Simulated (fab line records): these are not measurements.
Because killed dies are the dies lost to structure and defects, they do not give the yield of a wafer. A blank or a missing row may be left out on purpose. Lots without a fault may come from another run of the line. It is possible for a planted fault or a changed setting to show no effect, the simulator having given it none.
fab line records	flow sfqLine
record: lots: 7	wafers: 19	lastDay: 86
route steps=325 shown I6@270 M7@281 I7@296 M8@311
lots that met no fault: taken from a fault-free run of the same line
startH: hours from the record's opening day to when the first of the lot's shown wafers began	waitH: how many hours have passed since the lot's step before this one	" the same as in the row above	L1.1+2: a single row standing in for several wafers	- no value, or no start given	* or withheld: withheld	< > ~ a bound
route shown NAME@n: a module of which the file shows steps, and the number in the route of the first	usual: mean and standard deviation over wafers with no fault	same: alike in all rows	chamber/n: place in a boat	sites: per-site readings	_std_site: their standard deviation	_edge_site: the outer-site mean with the inner-site mean subtracted	radiusMm: how far each site lies from the wafer's centre	mask NAME#n: copy n	behind: the most recent tool/chamber to have shaped the wafer	hold: why the lot was held/for how many hours/how that ended	device: the transistor (n, p or np) that didn't switch	end of line: the same wafers' tests at the end of the route	a step given without rows: its recipe and nothing more	killed: dies that structure and defects cost at the first sort, which is not the same as the wafer's yield	map: a wafer's dies, marking killed ones x, the rest . and places with no die _
set.NAME: the setting the step ran with; set.NAME@STEP: the setting that earlier step ran with	model.NAME: the simulator's own value behind a step, which no gauge read
certain route steps with their lots: each step a table, each wafer a row
services: the hour from which a tool's chamber was out of use, counted from the record's first day as startH (under 0 if before that day), plus the number of hours and why
== steps ==
step: SFQ_TRILAYER_I6_VIA_LITHO_COAT_174
recipe: resist: BARC	spinRpm: 3000	resistThkNm: 62
step: SFQ_TRILAYER_I6_VIA_LITHO_COAT_169
recipe: resist: KrF	spinRpm: 3000	resistThkNm: 650
step: SFQ_TRILAYER_I6_VIA_LITHO_SOFTBAKE_173
recipe: tempC: withheld	timeS: withheld	resist: KrF
step: SFQ_TRILAYER_I6_VIA_LITHO_EXPOSE_170
recipe: maskId: I6	na: 0.6	sourceShape: conventional	sigmaOuter: 0.65	targetCdNm: 700	doseMj: 21.3
step: SFQ_TRILAYER_I6_VIA_LITHO_PEB_172
recipe: pebTempC: 115	pebTimeS: 60	resist: KrF
step: SFQ_TRILAYER_I6_VIA_LITHO_DEVELOP_171
recipe: timeS: 60	resist: KrF
step: SFQ_I6_OVL_MEAS_942
usual: I6_OVL: -1/6.2
lot.wafer	tool	chamber	startH	waitH	I6_OVL[nm]
L516.3	overlay-02	-	1644.24	0.1	0
L516.5	"	-	"	"	6
L516.6	"	-	"	"	0
L517.2	overlay-01	-	1651.44	0.1	-9
L517.4	"	-	"	"	-6
L517.5	"	-	"	"	-7
L518.3	overlay-01	-	1653.84	0.1	-1
L518.4	"	-	"	"	-16
L518.6	"	-	"	"	-9
L532.4	overlay-01	-	1834.31	0.1	-3
L532.6	"	-	"	"	-6
L534.3	overlay-01	-	1839.10	0.1	-3
L534.4	"	-	"	"	-3
L535.4	overlay-01	-	1840.31	0.1	7
L535.5	"	-	"	"	6
L535.6	"	-	"	"	1
L537.1	overlay-01	-	1845.09	0.1	0
L537.4	"	-	"	"	9
L537.5	"	-	"	"	1
step: SFQ_TRILAYER_I6_VIA_BARC_OPEN_VIA_ETCH_235
recipe: maskMaterial: PR	chemistry: O2	targetDepthNm: 125	target: BARC	sourceW: 500	biasW: 80	pressureMtorr: 30	timeS: 41.7
step: SFQ_TRILAYER_I6_VIA_ETCH_VIA_ETCH_172
recipe: target: SiO2	stopOn: Nb	maskMaterial: PR	taperDeg: 20	chemistry: CHF3	targetDepthNm: 260	sourceW: 500	biasW: 80	pressureMtorr: 30	timeS: withheld
usual: drypumpMotorCurrentA: 5.5/0.37	oesProductAu: 0.855/0.0052
lot.wafer	tool	chamber	startH	waitH	drypumpMotorCurrentA	oesProductAu
L516.3	rieDiel-04	1	1644.31	0.0	5.9	0.852
L516.5	"	2	"	"	5.2	0.856
L516.6	"	3	"	"	5.4	0.856
L517.2	rieDiel-01	0	1651.51	0.0	5.1	0.856
L517.4	"	1	"	"	5.5	0.855
L517.5	"	2	"	"	5.4	0.849
L518.3	rieDiel-04	2	1653.98	0.1	5.2	0.864
L518.4	"	0	"	"	5.8	0.855
L518.6	"	0	"	"	5.8	0.856
L532.4	rieDiel-03	2	1834.42	0.1	6.1	0.853
L532.6	"	3	"	"	5.1	0.852
L534.3	rieDiel-04	1	1839.17	0.0	6.0	0.863
L534.4	"	0	"	"	5.8	0.858
L535.4	rieDiel-03	2	1840.44	0.1	6.1	0.853
L535.5	"	1	"	"	4.8	0.862
L535.6	"	2	"	"	6.1	0.856
L537.1	rieDiel-04	3	1845.17	0.0	5.4	0.850
L537.4	"	1	"	"	6.0	0.853
L537.5	"	0	"	"	5.8	0.853
step: SFQ_TRILAYER_I6_VIA_STRIP_STRIP_173
recipe: gas: O2	powerW: 200	platenTempC: 40	overashFraction: 0.65	chemistry: O2	pressureMtorr: 50
usual: drypumpMotorCurrentA: 6.0/0.44	oesProductAu: 1.003/0.0099	platenTempC: 40.00/0.11
lot.wafer	tool	chamber	startH	waitH	drypumpMotorCurrentA	oesProductAu	platenTempC	rfHoursCounterH
L516.3	rieMetal-03	0	1644.82	-	6.2	1.017	40.01	-
L516.5	"	0	"	"	6.2	1.010	39.97	-
L516.6	"	0	"	"	6.2	1.014	39.87	-
L517.2	rieMetal-03	0	1651.89	-	6.2	1.000	39.96	-
L517.4	"	0	"	"	6.2	1.004	39.93	-
L517.5	"	0	"	"	6.2	0.995	40.20	-
L518.3	rieMetal-01	0	1654.30	-	5.5	1.008	39.91	-
L518.4	"	1	"	"	5.3	0.990	39.94	-
L518.6	"	1	"	"	5.3	0.977	40.04	-
L532.4	rieMetal-03	1	1834.68	-	6.6	0.993	40.18	-
L532.6	"	1	"	"	6.5	1.004	40.10	-
L534.3	rieMetal-01	0	1839.48	-	5.6	1.020	40.07	-
L534.4	"	1	"	"	5.3	0.989	40.01	-
L535.4	rieMetal-02	1	1841.16	-	6.2	1.007	40.02	-
L535.5	"	1	"	"	6.2	1.015	39.91	-
L535.6	"	1	"	"	6.2	1.012	39.95	-
L537.1	rieMetal-01	1	1845.28	-	5.3	0.989	40.01	78
L537.4	"	1	"	"	5.3	0.985	40.02	-
L537.5	"	1	"	"	5.3	0.988	40.05	-
step: SFQ_TRILAYER_I6_VIA_STRIP_SOLV_CLEAN_174
recipe: chemistry: NMP	tempC: 70	timeS: 600
step: SFQ_TRILAYER_M7_DEP_PRE_CLEAN_176
recipe: gas: Ar	timeS: 22.5	biasV: 250
step: SFQ_TRILAYER_M7_DEP_SPUTTER_175
recipe: material: Nb	basePressurePa: 1.33e-06	chamberPressurePa: 0.1333	substrateTempC: 20	targetThkNm: 200	powerW: 2000	timeS: 133.3
usual: throttleValvePct: 29.3/0.91
lot.wafer	tool	chamber	startH	waitH	throttleValvePct	model.Nb_of_TRILAYER_M7_DEP_SPUTTER_175.thkNm
L516.3	pvdSputter-05	-	1645.82	0.0	29.5	200.4
L516.5	"	-	"	"	29.7	199.6
L516.6	"	-	"	"	28.8	199.5
L517.2	pvdSputter-04	-	1653.42	0.0	29.6	200.3
L517.4	"	-	"	"	30.8	204
L517.5	"	-	"	"	30.9	204.1
L518.3	pvdSputter-05	-	1654.90	0.0	29.7	201.6
L518.4	"	-	"	"	28.7	202.9
L518.6	"	-	"	"	29.7	200.7
L532.4	pvdSputter-04	-	1835.28	0.0	31.2	128.8
L532.6	"	-	"	"	27.6	201.8
L534.3	pvdSputter-04	-	1840.08	0.0	29.8	198.8
L534.4	"	-	"	"	29.8	128.7
L535.4	pvdSputter-06	-	1841.96	0.0	29.9	197.6
L535.5	"	-	"	"	29.5	198.1
L535.6	"	-	"	"	30.0	197.4
L537.1	pvdSputter-04	-	1846.08	0.0	31.1	203.9
L537.4	"	-	"	"	29.8	127.5
L537.5	"	-	"	"	30.7	202.3
step: SFQ_M7_RS_MEAS_943
recipe: thkMeasGauge: four-point-probe	reads: Nb_of_TRILAYER_M7_DEP_SPUTTER_175
usual: M7_NB_RS: 0.892/0.013
lot.wafer	tool	chamber	startH	waitH	M7_NB_RS[ohm/sq]
L516.3	filmMetro-03	-	1645.95	0.1	0.887
L516.5	"	-	"	"	0.894
L516.6	"	-	"	"	0.891
L517.2	filmMetro-01	-	1653.53	0.1	0.887
L517.4	"	-	"	"	0.869
L517.5	"	-	"	"	0.869
L518.3	filmMetro-04	-	1655.03	0.1	0.886
L518.4	"	-	"	"	0.878
L518.6	"	-	"	"	0.889
L532.4	filmMetro-03	-	1835.43	0.1	1.392
L532.6	"	-	"	"	0.882
L534.3	filmMetro-04	-	1840.21	0.1	0.897
L534.4	"	-	"	"	1.392
L535.4	filmMetro-04	-	1842.11	0.1	0.905
L535.5	"	-	"	"	0.900
L535.6	"	-	"	"	0.902
L537.1	filmMetro-01	-	1846.17	0.0	0.873
L537.4	"	-	"	"	1.404
L537.5	"	-	"	"	0.879
step: SFQ_TRILAYER_M7_LITHO_COAT_182
recipe: resist: BARC	spinRpm: 3000	resistThkNm: 62
step: SFQ_TRILAYER_M7_LITHO_COAT_177
recipe: resist: KrF	spinRpm: 3000	resistThkNm: 600
step: SFQ_TRILAYER_M7_LITHO_SOFTBAKE_181
recipe: tempC: withheld	timeS: withheld	resist: KrF
step: SFQ_TRILAYER_M7_LITHO_EXPOSE_178
recipe: maskId: M7	na: 0.6	sourceShape: conventional	sigmaOuter: 0.65	targetCdNm: 500	doseMj: 14.4
step: SFQ_TRILAYER_M7_LITHO_PEB_180
recipe: pebTempC: 115	pebTimeS: 60	resist: KrF
step: SFQ_TRILAYER_M7_LITHO_DEVELOP_179
recipe: timeS: 60	resist: KrF
step: SFQ_M7_OVL_MEAS_945
usual: M7_OVL: -4/5
lot.wafer	tool	chamber	startH	waitH	M7_OVL[nm]
L516.3	overlay-02	-	1648.36	0.1	-4
L516.5	"	-	"	"	0
L516.6	"	-	"	"	-1
L517.2	overlay-01	-	1655.95	0.1	-3
L517.4	"	-	"	"	6
L517.5	"	-	"	"	6
L518.3	overlay-01	-	1657.43	0.1	-5
L518.4	"	-	"	"	-9
L518.6	"	-	"	"	-6
L532.4	overlay-01	-	1861.31	0.1	-1
L532.6	"	-	"	"	-3
L534.3	overlay-01	-	1864.91	0.1	-5
L534.4	"	-	"	"	-3
L535.4	overlay-01	-	1867.31	0.1	2
L535.5	"	-	"	"	1
L535.6	"	-	"	"	3
L537.1	overlay-01	-	1869.70	0.1	-1
L537.4	"	-	"	"	-4
L537.5	"	-	"	"	-5
step: SFQ_TRILAYER_M7_BARC_OPEN_METAL_ETCH_229
recipe: maskMaterial: PR	chemistry: O2	targetDepthNm: 125	target: BARC	icpW: 600	biasW: 80	pressureMtorr: 10	timeS: 41.7
step: SFQ_TRILAYER_M7_ETCH_METAL_ETCH_180
recipe: target: Nb	stopOn: SiO2	maskMaterial: PR	chemistry: Cl2/Ar	targetDepthNm: 240	icpW: 600	biasW: 80	pressureMtorr: 10	timeS: 120
usual: drypumpMotorCurrentA: 5.67/0.25	oesProductAu: 0.893/0.0084
lot.wafer	tool	chamber	startH	waitH	drypumpMotorCurrentA	oesProductAu	rfHoursCounterH
L516.3	rieMetal-04	1	1648.48	0.1	5.56	0.889	-
L516.5	"	1	"	"	5.55	0.897	-
L516.6	"	0	"	"	5.70	0.906	-
L517.2	rieMetal-02	1	1656.04	0.0	6.21	0.894	142
L517.4	"	0	"	"	5.46	0.908	-
L517.5	"	1	"	"	6.22	0.902	-
L518.3	rieMetal-04	1	1657.56	0.1	5.54	0.904	-
L518.4	"	0	"	"	5.70	0.914	-
L518.6	"	1	"	"	5.57	0.898	-
L532.4	rieMetal-04	1	1861.43	0.1	5.54	0.714	-
L532.6	"	1	"	"	5.56	0.898	-
L534.3	rieMetal-02	0	1865.03	0.1	5.44	0.897	-
L534.4	"	1	"	"	6.21	0.703	-
L535.4	rieMetal-02	0	1867.43	0.1	5.42	0.888	-
L535.5	"	0	"	"	5.42	0.886	-
L535.6	"	1	"	"	6.21	0.887	-
L537.1	rieMetal-02	0	1869.79	0.0	5.44	0.904	6
L537.4	"	1	"	"	6.21	0.711	-
L537.5	"	1	"	"	6.20	0.903	-
step: SFQ_TRILAYER_M7_STRIP_STRIP_181
recipe: gas: O2	powerW: 200	platenTempC: 40	overashFraction: 0.65	chemistry: O2	pressureMtorr: 50
usual: drypumpMotorCurrentA: 5.66/0.25	oesProductAu: 0.997/0.014	platenTempC: 40.00/0.12
lot.wafer	tool	chamber	startH	waitH	drypumpMotorCurrentA	oesProductAu	platenTempC	rfHoursCounterH
L516.3	rieMetal-04	1	1648.77	0.2	5.55	0.990	40.18	-
L516.5	"	1	"	"	5.58	0.990	40.04	-
L516.6	"	0	"	"	5.70	0.979	39.91	-
L517.2	rieMetal-02	1	1656.17	0.1	6.20	1.017	39.82	142
L517.4	"	0	"	"	5.45	1.004	40.12	-
L517.5	"	1	"	"	6.22	1.021	39.81	-
L518.3	rieMetal-04	1	1657.84	0.2	5.54	1.004	39.94	-
L518.4	"	0	"	"	5.67	0.989	39.89	-
L518.6	"	1	"	"	5.55	0.989	39.85	-
L532.4	rieMetal-04	1	1861.72	0.2	5.57	0.987	39.71	-
L532.6	"	1	"	"	5.55	0.985	39.87	-
L534.3	rieMetal-02	0	1865.32	0.2	5.44	1.011	40.15	-
L534.4	"	1	"	"	6.20	1.015	39.84	-
L535.4	rieMetal-02	0	1867.72	0.2	5.45	1.013	40.09	-
L535.5	"	0	"	"	5.45	0.998	40.02	-
L535.6	"	1	"	"	6.22	1.016	40.03	-
L537.1	rieMetal-02	0	1869.92	0.1	5.44	1.007	39.91	6
L537.4	"	1	"	"	6.20	1.019	40.16	-
L537.5	"	1	"	"	6.20	1.019	40.02	-
step: SFQ_TRILAYER_M7_STRIP_SOLV_CLEAN_182
recipe: chemistry: NMP	tempC: 70	timeS: 600
step: SFQ_TRILAYER_I7_DEP_PECVD_183
recipe: material: SiO2	tempC: 150	timeS: 111.11	pressureTorr: 2.4	rfW: 183.3	precursor: SiH4/N2O	targetThkNm: 500
usual: heaterPowerOuterW: 30/8.9	heaterPowerW: 84/22	throttleValvePct: 24.9/1
lot.wafer	tool	chamber	startH	waitH	heaterPowerOuterW	heaterPowerW	throttleValvePct
L516.3	pecvd-02	1	1649.34	0.0	28	79	24.7
L516.5	"	1	"	"	32	83	24.4
L516.6	"	2	"	"	29	93	24.6
L517.2	pecvd-02	1	1656.94	0.0	31	82	24.4
L517.4	"	2	"	"	40	111	24.3
L517.5	"	1	"	"	34	84	24.6
L518.3	pecvd-03	2	1658.42	0.0	27	69	24.5
L518.4	"	1	"	"	19	55	24.9
L518.6	"	0	"	"	38	112	25.1
L532.4	pecvd-03	2	1862.33	0.0	24	66	25.0
L532.6	"	0	"	"	32	105	25.0
L534.3	pecvd-02	1	1865.89	0.0	30	87	22.3
L534.4	"	0	"	"	15	57	23.6
L535.4	pecvd-01	1	1868.33	0.0	41	111	25.2
L535.5	"	0	"	"	13	47	25.2
L535.6	"	2	"	"	30	88	26.6
L537.1	pecvd-01	1	1870.69	0.0	46	115	25.3
L537.4	"	2	"	"	37	101	26.8
L537.5	"	0	"	"	23	60	25.3
step: SFQ_TRILAYER_I7_CMP_CMP_184
recipe: material: SiO2	downForcePsi: 3	platenRpm: 60	padVelocityMS: 0.94248
step: SFQ_I7_BOW_MEAS_946
recipe: mode: bow
usual: I7_BOW: 4/11
lot.wafer	tool	chamber	startH	waitH	I7_BOW[um]
L516.3	filmMetro-02	-	1652.46	2.0	-3
L516.5	"	-	"	"	-5
L516.6	"	-	"	"	-8
L517.2	filmMetro-01	-	1660.04	1.5	-2
L517.4	"	-	"	"	12
L517.5	"	-	"	"	3
L518.3	filmMetro-02	-	1661.54	1.0	14
L518.4	"	-	"	"	14
L518.6	"	-	"	"	16
L532.4	filmMetro-03	-	1877.51	2.1	-10
L532.6	"	-	"	"	-7
L534.3	filmMetro-03	-	1883.49	2.0	26
L534.4	"	-	"	"	34
L535.4	filmMetro-01	-	1886.51	2.6	10
L535.5	"	-	"	"	-2
L535.6	"	-	"	"	5
L537.1	filmMetro-03	-	1892.45	2.5	-1
L537.4	"	-	"	"	-4
L537.5	"	-	"	"	-1
step: SFQ_TRILAYER_I7_METRO_MEASURE_185
step: SFQ_TRILAYER_I7_VIA_LITHO_COAT_192
recipe: resist: BARC	spinRpm: 3000	resistThkNm: 62
step: SFQ_TRILAYER_I7_VIA_LITHO_COAT_187
recipe: resist: KrF	spinRpm: 3000	resistThkNm: 650
step: SFQ_TRILAYER_I7_VIA_LITHO_SOFTBAKE_191
recipe: tempC: withheld	timeS: withheld	resist: KrF
step: SFQ_TRILAYER_I7_VIA_LITHO_EXPOSE_188
recipe: maskId: I7	na: 0.6	sourceShape: conventional	sigmaOuter: 0.65	targetCdNm: 1000	doseMj: 21.3
step: SFQ_TRILAYER_I7_VIA_LITHO_PEB_190
recipe: pebTempC: 115	pebTimeS: 60	resist: KrF
step: SFQ_TRILAYER_I7_VIA_LITHO_DEVELOP_189
recipe: timeS: 60	resist: KrF
step: SFQ_I7_OVL_MEAS_947
usual: I7_OVL: -2/4.8
lot.wafer	tool	chamber	startH	waitH	I7_OVL[nm]
L516.3	overlay-02	-	1757.91	0.1	-2
L516.5	"	-	"	"	6
L516.6	"	-	"	"	3
L517.2	overlay-02	-	1775.85	0.1	-4
L517.4	"	-	"	"	2
L517.5	"	-	"	"	0
L518.3	overlay-02	-	1778.25	0.1	-1
L518.4	"	-	"	"	0
L518.6	"	-	"	"	1
L532.4	overlay-02	-	1961.32	0.1	-6
L532.6	"	-	"	"	-3
L534.3	overlay-01	-	1972.11	0.1	-10
L534.4	"	-	"	"	-9
L535.4	overlay-01	-	1975.92	0.1	12
L535.5	"	-	"	"	9
L535.6	"	-	"	"	-1
L537.1	overlay-02	-	1982.07	0.1	-2
L537.4	"	-	"	"	4
L537.5	"	-	"	"	5
step: SFQ_TRILAYER_I7_VIA_BARC_OPEN_VIA_ETCH_260
recipe: maskMaterial: PR	chemistry: O2	targetDepthNm: 125	target: BARC	sourceW: 500	biasW: 80	pressureMtorr: 30	timeS: 41.7
usual: drypumpMotorCurrentA: 5.5/0.4	oesProductAu: 0.684/0.005
lot.wafer	tool	chamber	startH	waitH	drypumpMotorCurrentA	oesProductAu	rfHoursCounterH
L516.3	rieDiel-04	0	1757.94	0.0	5.8	0.676	17
L516.5	"	3	"	"	5.4	0.689	-
L516.6	"	2	"	"	5.2	0.686	-
L517.2	rieDiel-04	3	1775.88	0.0	5.4	0.683	0
L517.4	"	1	"	"	6.0	0.686	5
L517.5	"	3	"	"	5.4	0.681	-
L518.3	rieDiel-03	2	1778.28	0.0	6.1	0.683	6
L518.4	"	1	"	"	4.8	0.684	10
L518.6	"	1	"	"	4.8	0.683	-
L532.4	rieDiel-03	3	1961.34	0.0	5.1	0.687	17
L532.6	"	0	"	"	5.8	0.684	-
L534.3	rieDiel-02	0	1972.14	0.0	5.5	0.674	6
L534.4	"	2	"	"	5.6	0.690	1
L535.4	rieDiel-03	0	1975.94	0.0	5.8	0.685	2
L535.5	"	2	"	"	6.1	0.689	-
L535.6	"	3	"	"	5.1	0.687	-
L537.1	rieDiel-04	2	1982.10	0.0	5.2	0.679	5
L537.4	"	1	"	"	5.9	0.679	-
L537.5	"	2	"	"	5.2	0.689	-
step: SFQ_TRILAYER_I7_VIA_ETCH_VIA_ETCH_190
recipe: target: SiO2	stopOn: Nb	maskMaterial: PR	taperDeg: 20	chemistry: CHF3	targetDepthNm: 260	sourceW: 500	biasW: 80	pressureMtorr: 30	timeS: withheld
step: SFQ_TRILAYER_I7_VIA_STRIP_STRIP_191
recipe: gas: O2	powerW: 200	platenTempC: 40	overashFraction: 0.65	chemistry: O2	pressureMtorr: 50
step: SFQ_TRILAYER_I7_VIA_STRIP_SOLV_CLEAN_192
recipe: chemistry: NMP	tempC: 70	timeS: 600
step: SFQ_TRILAYER_M8_LITHO_LOR_COAT_197
recipe: resist: lift-off	spinRpm: 3000
step: SFQ_M8_BOW_MEAS_951
recipe: mode: bow
usual: M8_BOW: 5/11
lot.wafer	tool	chamber	startH	waitH	M8_BOW[um]	model.etest.m7.ohmUm	model.etest.i6.linkOhm	model.etest.m7.ohmSq	model.etest.i7.linkOhm
L516.3	filmMetro-04	-	1832.46	0.0	-2	1.764	1.848	0.8877	1.045
L516.5	"	-	"	"	-4	1.785	1.849	0.8913	1.053
L516.6	"	-	"	"	-6	1.781	1.869	0.8917	1.048
L517.2	filmMetro-02	-	1834.84	0.0	-1	1.763	1.862	0.8883	1.049
L517.4	"	-	"	"	12	1.751	1.841	0.8722	1.033
L517.5	"	-	"	"	4	1.733	1.84	0.8716	1.031
L518.3	filmMetro-02	-	1837.26	0.0	16	1.753	1.86	0.8827	1.039
L518.4	"	-	"	"	17	1.743	1.84	0.8769	1.037
L518.6	"	-	"	"	18	1.765	1.866	0.8867	1.045
L532.4	filmMetro-01	-	2035.57	0.1	-9	2.757	2.429	1.381	1.544
L532.6	"	-	"	"	-8	1.758	1.869	0.8818	1.042
L534.3	filmMetro-04	-	2043.95	0.0	29	1.774	1.888	0.8951	1.056
L534.4	"	-	"	"	36	2.736	2.428	1.383	1.544
L535.4	filmMetro-01	-	2045.17	0.1	11	1.804	1.853	0.9002	1.059
L535.5	"	-	"	"	-1	1.798	1.859	0.8981	1.058
L535.6	"	-	"	"	5	1.802	1.88	0.9015	1.062
L537.1	filmMetro-01	-	2054.71	0.0	-1	1.735	1.847	0.8726	1.03
L537.4	"	-	"	"	-4	2.773	2.428	1.395	1.554
L537.5	"	-	"	"	0	1.751	1.853	0.8795	1.037
== services ==
tool	chamber	startH	hours	kind
rieDiel-03	3	1633.54	8.1	repair
rieDiel-04	3	1650.28	5.5	repair
rieDiel-04	1	1650.32	5.3	repair
rieDiel-03	-	1664.08	0.5	repair
rieDiel-03	-	1680.26	2.8	pm
rieMetal-04	-	1702.26	0.6	repair
rieMetal-02	1	1702.96	3.2	repair
rieMetal-04	1	1703.46	21.6	repair
rieMetal-04	-	1724.32	2.8	pm
rieMetal-02	-	1750.33	0.9	repair
rieMetal-04	-	1781.05	1.9	repair
rieDiel-04	1	1785.80	2.3	repair
rieMetal-02	1	1786.41	3.2	repair
rieMetal-04	-	1788.67	4.2	repair
rieDiel-04	-	1800.47	0.9	repair
rieDiel-03	1	1819.70	4.9	repair
rieDiel-04	2	1833.23	2.7	repair
rieDiel-03	3	1839.68	7.5	repair
rieDiel-03	3	1851.60	1.2	repair
pvdSputter-04	-	1851.62	14.5	repair
rieDiel-03	-	1858.78	0.1	repair
rieDiel-03	3	1878.19	4.3	repair
rieDiel-04	0	1900.90	2.4	repair
rieDiel-04	2	1906.62	4.0	repair
== key ==
firstSign: step: SFQ_M7_RS_MEAS_943	reading: M7_NB_RS	direction: up	sigmas: 40	usual: 0.892	struck: 1.396
effect: step: SFQ_TRILAYER_M7_ETCH_METAL_ETCH_180	reading: oesProductAu	direction: down	sigmas: 22	usual: 0.893	struck: 0.709
modelEffect: step: SFQ_TRILAYER_M7_DEP_SPUTTER_175	value: Nb_of_TRILAYER_M7_DEP_SPUTTER_175.thkNm	without: 201.1	struck: 128.3
modelEffect: step: SFQ_M8_BOW_MEAS_951	value: etest.m7.ohmUm	without: 1.758	struck: 2.755
metAt SFQ_TRILAYER_M7_DEP_SPUTTER_175
struckWafers L532.4,L534.4,L537.4
onsetBetween 1653.42 1835.28
fault: kind: processParameterDrift	tool: pvdSputter-04	chamber: -	onsetH: 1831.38	steps: SFQ_TRILAYER_M7_DEP_SPUTTER_175	channel: targetThkNm	offset: -72.811	shape: step	endH: 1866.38	scope: struckWafersOnly	actsIn: theseRecipesOnly	stated: 200
